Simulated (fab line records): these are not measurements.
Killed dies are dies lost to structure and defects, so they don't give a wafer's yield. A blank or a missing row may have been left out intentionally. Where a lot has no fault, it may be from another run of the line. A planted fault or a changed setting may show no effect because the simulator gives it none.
2 desks looking at one fault ; flow gf180mcu ; what lay behind the numbers comes last; until then each desk has only its own

## TOOL OWNER'S DESK, pvdSputter-03
The tool's own readings at GF_M2_SPUTTER_03 (material Ti, target thk 10 nm, time 6.7 s): means of the sampled wafers that have a number, for each lot that ran on this tool. Marked OUT: a lot whose mean sits more than 4 standard deviations from the usual mean, which makes it out of limits; the brackets give that distance.
Columns: A = cathodeDcPowerW at GF_M2_SPUTTER_03, usual 2999.9 W; B = chamberPressurePa at GF_M2_SPUTTER_03, usual 0.3000 Pa; C = throttleValvePct at GF_M2_SPUTTER_03, usual 30.1 %
lot;first seen here;A;B;C
L975;day 23 20:43;3000.4;0.2996;29.9
L982;day 25 21:46;2999.8;0.3004;29.7
L983;day 26 09:32;3000.2;0.3000;30.1
Finding of this desk: none of the 3 lots has anything out of limits.

## METROLOGY DESK
Means of the sampled wafers that have a number, per lot and without regard to the tool the lot ran on: this is what the gauges read. Marked OUT: a lot whose mean sits more than 4 standard deviations from the usual mean, which makes it out of limits; the brackets give that distance.
Columns: A = V1_W_RS at GF_V1_RS_MEAS_24, usual 0.329 ohm/sq; B = V1_W_THK at GF_V1_THK_MEAS_25, usual 331 nm
lot;first seen here;A;B
L963;day 19 09:44;0.331;331
L973;day 23 06:28;0.330;324
L974;day 23 09:22;0.330;334
L975;day 23 20:04;0.325;329
L982;day 25 21:09;0.330;323
L983;day 26 08:53;0.335;332
Finding of this desk: none of the 6 lots has anything out of limits.

## TAKEN TOGETHER
Nothing out of limits was seen by the tool owner's desk.
From the metrology desk's view, nothing was out of limits.

## WHAT THE SIMULATOR PUT IN
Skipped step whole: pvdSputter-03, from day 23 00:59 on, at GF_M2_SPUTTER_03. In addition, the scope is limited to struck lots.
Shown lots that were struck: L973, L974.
